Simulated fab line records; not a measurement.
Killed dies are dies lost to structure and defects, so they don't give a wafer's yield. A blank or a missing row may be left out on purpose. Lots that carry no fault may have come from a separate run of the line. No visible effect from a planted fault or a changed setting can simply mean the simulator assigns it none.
fab line records | flow gf180mcu
[record] lots = 15 | wafers = 45 | last-day = 34
route steps=602 shown M3@415 V3@443 V5@553 TOP_METAL@567
lots that met no fault: taken from a fault-free run of the same line
start-h: start of the lot's first displayed wafer, in hours after the record's first day | wait-h: hours since the lot's step before | " the same as in the row above | L1.1+2: several wafers, shown together as one row | - no value present, or no start provided | * or withheld: withheld | < > ~ a bound
route shown NAME@n: names a module that has steps shown in the file, with the first one's number in the route | usual: mean/standard deviation taken from wafers without a fault | same: alike in all rows | chamber/n: place in a boat | sites: each site's reading | _std_site: standard deviation across them | _edge_site: inner sites' mean taken away from outer sites' mean | radius-mm: for every site, how far away it sits from the centre of the wafer | mask NAME#n: copy n | behind: tool/chamber where the wafer was last shaped | hold: reason for holding the lot/hours on hold/outcome of the hold | device: whichever transistor did not switch (one of n, p or np) | end of line: at the end of the route, the tests of the same wafers | a step given without rows: its recipe and nothing more | killed: count of dies lost to structure and defects at first sort (not the wafer's yield) | map: a wafer's dies, marking killed ones x, the rest . and places with no die _
set.NAME: the setting as run; set.NAME@STEP: as run at that earlier step | model.NAME: the simulator's own value behind a step, which no gauge read
one table for each step of the route and one row for each wafer, over a sample of lots
services: a tool's chamber out of use, with start hour (start-h, from the record's first day; less than 0 if before it), hours out, and reason
[[steps]]
[step GF_M3_THK_MEAS_06]
[recipe] thk-meas-gauge = xrf | reads = AlCu_of_M3_SPUTTER_02
[usual] M3_ALCU_THK = 444/5.8
lot.wafer | tool          | chamber | start-h | wait-h | M3_ALCU_THK[nm]
L457.3    | film-metro-03 | -       | 473.62  | 0.1    | 448
L457.4    | "             | -       | "       | "      | 440
L457.5    | "             | -       | "       | "      | 449
L459.1    | film-metro-03 | -       | 492.97  | 0.1    | 448
L459.2    | "             | -       | "       | "      | 448
L459.6    | "             | -       | "       | "      | 445
L460.1    | film-metro-01 | -       | 512.95  | 0.1    | 448
L460.3    | "             | -       | "       | "      | 445
L460.5    | "             | -       | "       | "      | 448
L461.1    | film-metro-02 | -       | 525.52  | 0.1    | 441
L461.2    | "             | -       | "       | "      | 439
L461.5    | "             | -       | "       | "      | 439
L469.3    | film-metro-01 | -       | 583.99  | 0.1    | 441
L469.5    | "             | -       | "       | "      | 442
L469.6    | "             | -       | "       | "      | 442
L470.1    | film-metro-01 | -       | 586.75  | 0.1    | 437
L470.2    | "             | -       | "       | "      | 440
L470.6    | "             | -       | "       | "      | 445
L471.1    | film-metro-02 | -       | 592.54  | 0.1    | 454
L471.2    | "             | -       | "       | "      | 454
L471.3    | "             | -       | "       | "      | 449
L472.1    | film-metro-03 | -       | 600.07  | 0.1    | 444
L472.4    | "             | -       | "       | "      | 447
L472.5    | "             | -       | "       | "      | 445
L473.2    | film-metro-02 | -       | 609.84  | 0.1    | 450
L473.3    | "             | -       | "       | "      | 448
L473.4    | "             | -       | "       | "      | 445
L474.3    | film-metro-02 | -       | 615.59  | 0.1    | 434
L474.4    | "             | -       | "       | "      | 435
L474.6    | "             | -       | "       | "      | 433
L475.1    | film-metro-03 | -       | 623.64  | 0.1    | 454
L475.3    | "             | -       | "       | "      | 453
L475.4    | "             | -       | "       | "      | 452
L476.1    | film-metro-03 | -       | 630.52  | 0.1    | 444
L476.2    | "             | -       | "       | "      | 447
L476.3    | "             | -       | "       | "      | 447
L477.1    | film-metro-03 | -       | 636.04  | 0.1    | 439
L477.2    | "             | -       | "       | "      | 442
L477.6    | "             | -       | "       | "      | 441
L478.2    | film-metro-01 | -       | 642.43  | 0.1    | 446
L478.3    | "             | -       | "       | "      | 448
L478.6    | "             | -       | "       | "      | 444
L479.3    | film-metro-01 | -       | 659.45  | 0.1    | 440
L479.5    | "             | -       | "       | "      | 444
L479.6    | "             | -       | "       | "      | 446
[step GF_V3_CD_MEAS_14]
[recipe] target-cd-nm = 260
[usual] cd-nm = 260.6/1.2
lot.wafer | tool      | chamber | start-h | wait-h | cd-nm
L457.3    | cd-sem-02 | -       | 522.96  | 0.1    | 260.7
L457.4    | "         | -       | "       | "      | 259.6
L457.5    | "         | -       | "       | "      | 260.1
L459.1    | cd-sem-02 | -       | 540.33  | 0.1    | 259.9
L459.2    | "         | -       | "       | "      | 261.5
L459.6    | "         | -       | "       | "      | 261.0
L460.1    | cd-sem-02 | -       | 560.27  | 0.1    | 259.9
L460.3    | "         | -       | "       | "      | 260.5
L460.5    | "         | -       | "       | "      | 259.5
L461.1    | cd-sem-02 | -       | 571.69  | 0.1    | 263.4
L461.2    | "         | -       | "       | "      | 262.3
L461.5    | "         | -       | "       | "      | 261.2
L469.3    | cd-sem-02 | -       | 627.42  | 0.1    | 260.9
L469.5    | "         | -       | "       | "      | 261.4
L469.6    | "         | -       | "       | "      | 259.7
L470.1    | cd-sem-01 | -       | 628.69  | 0.1    | 261.0
L470.2    | "         | -       | "       | "      | 262.2
L470.6    | "         | -       | "       | "      | 261.5
L471.1    | cd-sem-02 | -       | 635.03  | 0.1    | 259.5
L471.2    | "         | -       | "       | "      | 259.6
L471.3    | "         | -       | "       | "      | 259.2
L472.1    | cd-sem-01 | -       | 642.58  | 0.1    | 261.3
L472.4    | "         | -       | "       | "      | 261.8
L472.5    | "         | -       | "       | "      | 260.7
L473.2    | cd-sem-01 | -       | 651.60  | 0.1    | 260.5
L473.3    | "         | -       | "       | "      | 259.8
L473.4    | "         | -       | "       | "      | 260.1
L474.3    | cd-sem-01 | -       | 656.57  | 0.1    | 260.4
L474.4    | "         | -       | "       | "      | 260.9
L474.6    | "         | -       | "       | "      | 261.9
L475.1    | cd-sem-02 | -       | 665.03  | 0.1    | 261.0
L475.3    | "         | -       | "       | "      | 259.8
L475.4    | "         | -       | "       | "      | 260.7
L476.1    | cd-sem-02 | -       | 671.58  | 0.1    | 260.6
L476.2    | "         | -       | "       | "      | 261.0
L476.3    | "         | -       | "       | "      | 261.2
L477.1    | cd-sem-02 | -       | 676.73  | 0.1    | 261.3
L477.2    | "         | -       | "       | "      | 261.6
L477.6    | "         | -       | "       | "      | 262.5
L478.2    | cd-sem-02 | -       | 682.50  | 0.1    | 259.2
L478.3    | "         | -       | "       | "      | 259.0
L478.6    | "         | -       | "       | "      | 260.2
L479.3    | cd-sem-01 | -       | 699.13  | 0.1    | 260.4
L479.5    | "         | -       | "       | "      | 259.2
L479.6    | "         | -       | "       | "      | 261.2
[step GF_V5_DEVELOP_13]
[recipe] develop-time-s = 60 | resist = KrF | dev-temp-c = 21
[usual] chill-plate-temp-C = 23.00/0.091 | develop-time-s = 60/0
lot.wafer | tool           | chamber | start-h | wait-h | chill-plate-temp-C | develop-time-s
L457.3    | litho-track-02 | 0       | 637.18  | 0.1    | 22.91              | 60
L457.4    | "              | 0       | "       | "      | 22.99              | 60
L457.5    | "              | 0       | "       | "      | 22.98              | 60
L459.1    | litho-track-02 | -       | 652.98  | 0.2    | -                  | -
L459.2    | "              | -       | "       | "      | -                  | -
L459.6    | "              | -       | "       | "      | -                  | -
L460.1    | litho-track-04 | -       | 668.27  | 0.2    | -                  | -
L460.3    | "              | -       | "       | "      | -                  | -
L460.5    | "              | -       | "       | "      | -                  | -
L461.1    | litho-track-02 | -       | 680.18  | 0.2    | -                  | -
L461.2    | "              | -       | "       | "      | -                  | -
L461.5    | "              | -       | "       | "      | -                  | -
L469.3    | litho-track-02 | 0       | 729.38  | 0.1    | 22.97              | 60
L469.5    | "              | 0       | "       | "      | 23.07              | 60
L469.6    | "              | 0       | "       | "      | 23.23              | 60
L470.1    | litho-track-03 | 0       | 729.52  | 0.2    | 22.97              | 60
L470.2    | "              | 0       | "       | "      | 22.99              | 60
L470.6    | "              | 0       | "       | "      | 23.01              | 60
L471.1    | litho-track-03 | 0       | 736.12  | 0.2    | 23.04              | 60
L471.2    | "              | 0       | "       | "      | 22.97              | 60
L471.3    | "              | 0       | "       | "      | 22.97              | 60
L472.1    | litho-track-04 | 0       | 741.47  | 0.2    | 22.99              | 60
L472.4    | "              | 0       | "       | "      | 23.12              | 60
L472.5    | "              | 0       | "       | "      | 22.94              | 60
L473.2    | litho-track-03 | 0       | 750.80  | 0.2    | 23.05              | 60
L473.3    | "              | 0       | "       | "      | 22.97              | 60
L473.4    | "              | 0       | "       | "      | 23.06              | 60
L474.3    | litho-track-02 | 0       | 754.38  | 0.1    | 23.02              | 60
L474.4    | "              | 0       | "       | "      | 23.09              | 60
L474.6    | "              | 0       | "       | "      | 22.97              | 60
L475.1    | litho-track-04 | 0       | 761.37  | 0.2    | 23.02              | 60
L475.3    | "              | 0       | "       | "      | 22.88              | 60
L475.4    | "              | 0       | "       | "      | 22.92              | 60
L476.1    | litho-track-03 | 0       | 765.77  | 0.2    | 23.05              | 60
L476.2    | "              | 0       | "       | "      | 22.89              | 60
L476.3    | "              | 0       | "       | "      | 23.05              | 60
L477.1    | litho-track-04 | 0       | 772.42  | 0.2    | 23.13              | 60
L477.2    | "              | 0       | "       | "      | 23.21              | 60
L477.6    | "              | 0       | "       | "      | 23.06              | 60
L478.2    | litho-track-03 | 0       | 777.30  | 0.2    | 23.00              | 60
L478.3    | "              | 0       | "       | "      | 22.90              | 60
L478.6    | "              | 0       | "       | "      | 23.00              | 60
L479.3    | litho-track-02 | 0       | 790.68  | 0.1    | 23.09              | 60
L479.5    | "              | 0       | "       | "      | 23.24              | 60
L479.6    | "              | 0       | "       | "      | 22.99              | 60
[step GF_TOP_METAL_SPUTTER_00]
[recipe] material = Ti | target-thk-nm = 37.5 | arriving-ion-energy-ev = 80 | substrate-temp-c = 200 | chamber-pressure-pa = 2 | power-w = 4000 | time-s = 150
[usual] throttle-valve-pct = 29.3/1.1
lot.wafer | tool           | chamber | start-h | wait-h | throttle-valve-pct
L457.3    | pvd-sputter-04 | -       | 638.82  | 0.1    | 30.9
L457.4    | "              | -       | "       | "      | 30.8
L457.5    | "              | -       | "       | "      | 29.0
L469.3    | pvd-sputter-02 | -       | 731.04  | 0.2    | 28.3
L469.5    | "              | -       | "       | "      | 27.9
L469.6    | "              | -       | "       | "      | 28.3
L470.1    | pvd-sputter-01 | -       | 731.36  | 0.2    | 27.2
L470.2    | "              | -       | "       | "      | 30.3
L470.6    | "              | -       | "       | "      | 28.8
L471.1    | pvd-sputter-04 | -       | 737.92  | 0.2    | 30.9
L471.2    | "              | -       | "       | "      | 29.2
L471.3    | "              | -       | "       | "      | 31.0
L472.1    | pvd-sputter-04 | -       | 743.31  | 0.2    | 30.9
L472.4    | "              | -       | "       | "      | 28.9
L472.5    | "              | -       | "       | "      | 29.0
L473.2    | pvd-sputter-02 | -       | 752.54  | 0.1    | 28.0
L473.3    | "              | -       | "       | "      | 30.0
L473.4    | "              | -       | "       | "      | 28.7
L474.3    | pvd-sputter-01 | -       | 756.27  | 0.2    | 28.8
L474.4    | "              | -       | "       | "      | 29.8
L474.6    | "              | -       | "       | "      | 30.0
L475.1    | pvd-sputter-01 | -       | 763.18  | 0.2    | 27.1
L475.3    | "              | -       | "       | "      | 30.0
L475.4    | "              | -       | "       | "      | 28.3
L476.1    | pvd-sputter-01 | -       | 767.46  | 0.1    | 28.7
L476.2    | "              | -       | "       | "      | 27.3
L476.3    | "              | -       | "       | "      | 29.8
L477.1    | pvd-sputter-01 | -       | 774.25  | 0.2    | 27.1
L477.2    | "              | -       | "       | "      | 30.1
L477.6    | "              | -       | "       | "      | 30.0
L478.2    | pvd-sputter-02 | -       | 778.96  | 0.1    | 28.4
L478.3    | "              | -       | "       | "      | 28.6
L478.6    | "              | -       | "       | "      | 27.8
L479.3    | pvd-sputter-04 | -       | 792.43  | 0.2    | 30.9
L479.5    | "              | -       | "       | "      | 30.8
L479.6    | "              | -       | "       | "      | 28.9
[[services]]
tool           | chamber | start-h | hours | kind
pvd-sputter-04 | -       | 628.67  | 1.0   | repair
pvd-sputter-02 | -       | 644.69  | 8.0   | repair
litho-track-04 | -       | 681.40  | -     | consumable-replace:filter
pvd-sputter-04 | -       | 697.31  | 3.4   | repair
pvd-sputter-01 | -       | 747.50  | 4.2   | repair
[[key]]
[first-sign] step = GF_V5_DEVELOP_13 | reading = tool-record | direction = missing
effect none on later readings
met-at GF_V5_DEVELOP_13
struck-lots L459,L460,L461
later-rows-left-out L459.1,L459.2,L459.6,L460.1,L460.3,L460.5,L461.1,L461.2,L461.5
sort-left-out L459.1,L459.2,L459.6,L460.1,L460.3,L460.5,L461.1,L461.2,L461.5
not-acting-at GF_M3_THK_MEAS_06,GF_V3_CD_MEAS_14,GF_TOP_METAL_SPUTTER_00
onset-between 637.18 652.98
[fault] kind = skipped-step-whole | tool = litho-track-02,litho-track-04 | chamber = - | onset-h = 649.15 | steps = GF_V5_DEVELOP_13 | scope = struck-lots-only
// sort-left-out: the simulated sort isn't trusted on such a fault, so these wafers' sort isn't shown, and their yield isn't known
// later-rows-left-out: the simulator's readings of these wafers behind a module that went badly wrong aren't trusted and aren't shown, but for the sort
